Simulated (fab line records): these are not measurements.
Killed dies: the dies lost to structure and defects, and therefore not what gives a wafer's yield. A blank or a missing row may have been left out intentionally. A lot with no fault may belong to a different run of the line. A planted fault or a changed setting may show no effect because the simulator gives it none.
Which tool was responsible? | flow gf180mcu | 11 lots with 33 wafers sampled at 6 steps, on a route of 602 steps

== WHAT THE GAUGES SHOWED, per wafer ==
GF_HV_LDD_TW_MEAS_38. Usual: HV_LDD_3_TW gives 1448 (standard deviation 8.9).
lot  | measured     | on            | HV_LDD_3_TW    | flag
L833 | day 11 17:08 | film-metro-03 | 1456 1456 1459 |
L835 | day 12 11:36 | film-metro-02 | 1445 1442 1440 |
L837 | day 12 22:10 | film-metro-02 | 1440 1444 1442 |
L839 | day 13 18:31 | film-metro-03 | 1456 1443 1438 |
L843 | day 15 00:02 | film-metro-02 | 1445 1447 1444 |
L846 | day 15 23:29 | film-metro-02 | 1505 1497 1501 | OFF
L848 | day 16 12:11 | film-metro-04 | 1505 1511 1516 | OFF
L851 | day 17 09:28 | film-metro-03 | 1443 1427 1436 |
L852 | day 17 21:50 | film-metro-03 | 1433 1442 1432 |
L855 | day 18 22:32 | film-metro-04 | 1454 1451 1449 |
L856 | day 19 03:03 | film-metro-03 | 1456 1449 1442 |

GF_HV_LDD_RS_MEAS_53: measurement is done with a four-point probe. Usual: HV_LDD_RS gives 417.3 ohm/sq (standard deviation 0.9).
lot  | measured     | on            | HV_LDD_RS (ohm/sq) | flag
L833 | day 12 12:41 | film-metro-02 | 417.5 417.0 417.3  |
L835 | day 13 08:09 | film-metro-04 | 417.7 418.3 416.9  |
L837 | day 13 18:28 | film-metro-04 | 416.9 417.0 417.7  |
L839 | day 14 16:04 | film-metro-03 | 417.0 416.1 416.5  |
L843 | day 15 22:14 | film-metro-02 | 415.6 416.5 416.5  |
L846 | day 16 22:17 | film-metro-04 | 409.1 410.1 408.9  | OFF
L848 | day 17 11:01 | film-metro-02 | 409.5 408.3 408.7  | OFF
L851 | day 18 09:44 | film-metro-04 | 417.1 415.1 415.0  |
L852 | day 18 22:22 | film-metro-03 | 417.1 417.1 417.8  |
L855 | day 19 23:07 | film-metro-03 | 418.4 418.3 418.4  |
L856 | day 20 04:17 | film-metro-03 | 416.5 417.5 416.8  |

GF_HV_LDD_THK_MEAS_55. Usual: HV_LDD_CVD_54_THK gives 9.86 nm (standard deviation 0.16).
lot  | measured     | on            | HV_LDD_CVD_54_THK (nm) | flag
L833 | day 12 13:50 | film-metro-03 | 10.20 10.18 10.21      |
L835 | day 13 09:17 | film-metro-04 | 10.01 9.92 9.91        |
L837 | day 13 19:37 | film-metro-02 | 9.81 9.69 9.82         |
L839 | day 14 17:35 | film-metro-03 | 9.92 9.88 9.93         |
L843 | day 15 23:23 | film-metro-02 | 9.69 9.76 9.73         |
L846 | day 16 23:25 | film-metro-02 | 9.86 9.91 9.83         |
L848 | day 17 12:10 | film-metro-04 | 10.12 9.87 10.05       |
L851 | day 18 10:53 | film-metro-02 | 10.07 10.08 10.16      |
L852 | day 18 23:31 | film-metro-04 | 9.69 9.93 9.84         |
L855 | day 20 00:14 | film-metro-02 | 9.66 9.55 9.54         |
L856 | day 20 05:25 | film-metro-04 | 10.06 9.91 9.92        |

== EACH LOT AND THE TOOL THAT RAN IT (in order: tool; ch and the chambers of the sampled wafers; start) ==
lot  | GF_VT_IMPLANT_STRIP_20               | GF_HV_LDD_IMPLANT_34            | GF_HV_LDD_STRIP_37
L833 | plasma-asher-01 ch 0,1, day 6 06:59  | implanter-03 ch 0, day 11 16:35 | plasma-asher-04 ch 0,1, day 11 17:02
L835 | plasma-asher-03 ch 0,1, day 6 22:02  | implanter-02 ch 0, day 12 11:03 | plasma-asher-01 ch 0,1, day 12 11:30
L837 | plasma-asher-03 ch 0, day 7 07:47    | implanter-03 ch 0, day 12 21:37 | plasma-asher-03 ch 0,1, day 12 22:04
L839 | plasma-asher-02 ch 0,1, day 8 00:11  | implanter-01 ch 0, day 13 17:58 | plasma-asher-01 ch 0,1, day 13 18:25
L843 | plasma-asher-01 ch 0,1, day 9 00:38  | implanter-03 ch 0, day 14 23:29 | plasma-asher-01 ch 0,1, day 14 23:56
L846 | plasma-asher-01 ch 0,1, day 9 18:29  | implanter-03 ch 0, day 15 22:56 | plasma-asher-01 ch 0,1, day 15 23:23
L848 | plasma-asher-02 ch 0,1, day 10 07:29 | implanter-03 ch 0, day 16 11:38 | plasma-asher-04 ch 0,1, day 16 12:05
L851 | plasma-asher-02 ch 0,1, day 11 00:53 | implanter-01 ch 0, day 17 08:55 | plasma-asher-03 ch 0,1, day 17 09:22
L852 | plasma-asher-03 ch 0,1, day 11 08:29 | implanter-01 ch 0, day 17 21:17 | plasma-asher-04 ch 0,1, day 17 21:44
L855 | plasma-asher-01 ch 0,1, day 12 05:46 | implanter-02 ch 0, day 18 21:59 | plasma-asher-01 ch 0,1, day 18 22:26
L856 | plasma-asher-03 ch 0,1, day 12 07:56 | implanter-02 ch 0, day 19 02:31 | plasma-asher-04 ch 0,1, day 19 02:56
- GF_VT_IMPLANT_STRIP_20: strips in O2/N2.
- GF_HV_LDD_IMPLANT_34
- GF_HV_LDD_STRIP_37: strips in O2/N2.

== AS READ BY THE TOOLS THEMSELVES (means over the sampled wafers that have a number; for cases with no such wafer, the mark the record gives instead) ==
GF_VT_IMPLANT_STRIP_20. Usual: drypump-motor-current-A 5.6 A, standard deviation 0.39; heater-power-w 353 W, standard deviation 27; oes-product-au 0.716 a.u., standard deviation 0.0043; strip-time-to-endpoint-s 12.631 s, standard deviation 0.029.
lot  | tool            | drypump-motor-current-A (A) | heater-power-w (W) | oes-product-au (a.u.) | strip-time-to-endpoint-s (s) | flag
L833 | plasma-asher-01 | 5.5                         | 353                | 0.718                 | 12.658                       |
L835 | plasma-asher-03 | 5.7                         | 351                | 0.714                 | 12.647                       |
L837 | plasma-asher-03 | 6.1                         | 374                | 0.720                 | 12.668                       |
L839 | plasma-asher-02 | 5.5                         | 326                | 0.712                 | 12.681                       |
L843 | plasma-asher-01 | 5.5                         | 354                | 0.716                 | 12.614                       |
L846 | plasma-asher-01 | 5.3                         | 373                | 0.714                 | 12.619                       |
L848 | plasma-asher-02 | 5.5                         | 328                | 0.715                 | 12.621                       |
L851 | plasma-asher-02 | 5.9                         | 339                | 0.713                 | 12.651                       |
L852 | plasma-asher-03 | 5.9                         | 365                | 0.714                 | 12.633                       |
L855 | plasma-asher-01 | 5.3                         | 379                | 0.714                 | 12.630                       |
L856 | plasma-asher-03 | 5.9                         | 361                | 0.715                 | 12.622                       |

GF_HV_LDD_IMPLANT_34. Usual: dose-ions-cm2 7.5e+12, standard deviation 7.1e+09; faraday-current-uA 42.2, standard deviation 0.91; rotation-deg 90.001 degrees, standard deviation 0.026.
lot  | tool         | dose-ions-cm2 | faraday-current-uA | rotation-deg (degrees) | flag
L833 | implanter-03 | 7.5e+12       | 41.8               | 90.029                 |
L835 | implanter-02 | 7.5e+12       | 41.6               | 89.976                 |
L837 | implanter-03 | 7.5e+12       | 42.7               | 89.988                 |
L839 | implanter-01 | 7.5e+12       | 41.8               | 90.002                 |
L843 | implanter-03 | 7.5e+12       | 42.5               | 90.030                 |
L846 | implanter-03 | 1.1e+13       | 61.2               | 90.006                 | OFF
L848 | implanter-03 | 1.1e+13       | 62.7               | 90.001                 | OFF
L851 | implanter-01 | 7.5e+12       | 42.1               | 89.993                 |
L852 | implanter-01 | 7.5e+12       | 42.0               | 89.995                 |
L855 | implanter-02 | 7.5e+12       | 42.2               | 89.984                 |
L856 | implanter-02 | 7.5e+12       | 41.1               | 89.976                 |

GF_HV_LDD_STRIP_37. Usual: drypump-motor-current-A 5.8 A, standard deviation 0.5; heater-power-w 340 W, standard deviation 37; oes-product-au 0.716 a.u., standard deviation 0.0048; strip-time-to-endpoint-s 12.62 s, standard deviation 0.034.
lot  | tool            | drypump-motor-current-A (A) | heater-power-w (W) | oes-product-au (a.u.) | strip-time-to-endpoint-s (s) | flag
L833 | plasma-asher-04 | 6.4                         | 301                | 0.714                 | 12.64                        |
L835 | plasma-asher-01 | 5.3                         | 376                | 0.717                 | 12.63                        |
L837 | plasma-asher-03 | 5.7                         | 354                | 0.718                 | 12.61                        |
L839 | plasma-asher-01 | 5.3                         | 378                | 0.715                 | 12.61                        |
L843 | plasma-asher-01 | 5.3                         | 380                | 0.717                 | 12.59                        |
L846 | plasma-asher-01 | 5.5                         | 354                | 0.716                 | 12.61                        |
L848 | plasma-asher-04 | 6.4                         | 303                | 0.714                 | 12.63                        |
L851 | plasma-asher-03 | 5.7                         | 360                | 0.718                 | 12.62                        |
L852 | plasma-asher-04 | 6.1                         | 311                | 0.718                 | 12.63                        |
L855 | plasma-asher-01 | 5.5                         | 350                | 0.717                 | 12.58                        |
L856 | plasma-asher-04 | 6.4                         | 301                | 0.714                 | 12.62                        |

== THE ANSWER, worked out from the rows above alone ==
Rule: lot off if the mean of its wafers having a number is beyond 3 standard deviations from the usual mean. A lot without any number at a reading at which 4 lots or more have one is off too. All remaining lots with rows at the step are treated as sound. After the gauges, taken in route order, come the tools' own readings; for these a lot's mean is taken, as printed above. At the first step where some lot is off, the reading lying furthest off is the one used; lots without a number count as furthest.
Off: L846, L848, at GF_HV_LDD_TW_MEAS_38 (HV_LDD_3_TW).
A tool fits if, at a process step before that reading, it ran every lot that is off, and no sound lot after the first of them. The gauges at GF_HV_LDD_TW_MEAS_38 aren't tried: what is off there is off at GF_HV_LDD_IMPLANT_34 too, on other tools, and a gauge's error can't cause that. One candidate fits, namely implanter-03 at GF_HV_LDD_IMPLANT_34. Its last sound lot is L843 (day 14 23:29), its first lot that is off L846 (day 15 22:56): a fault that began between those two fits.
The tool's own readings at GF_HV_LDD_IMPLANT_34 bear it out: on the lots that are off they differ by more than 5 times the standard deviation of the sound lots' means. dose-ions-cm2 reads 1.1e+13 there against 7.5e+12 on the sound lots; faraday-current-uA reads 62.0 there against 42.0 on the sound lots.

== WHAT WAS PUT IN BY THE SIMULATOR ==
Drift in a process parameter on implanter-03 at GF_HV_LDD_IMPLANT_34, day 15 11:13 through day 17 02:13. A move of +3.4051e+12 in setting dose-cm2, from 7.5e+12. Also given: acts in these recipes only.
Shown lots that were struck: L846, L848. The rule given above showed the same thing.
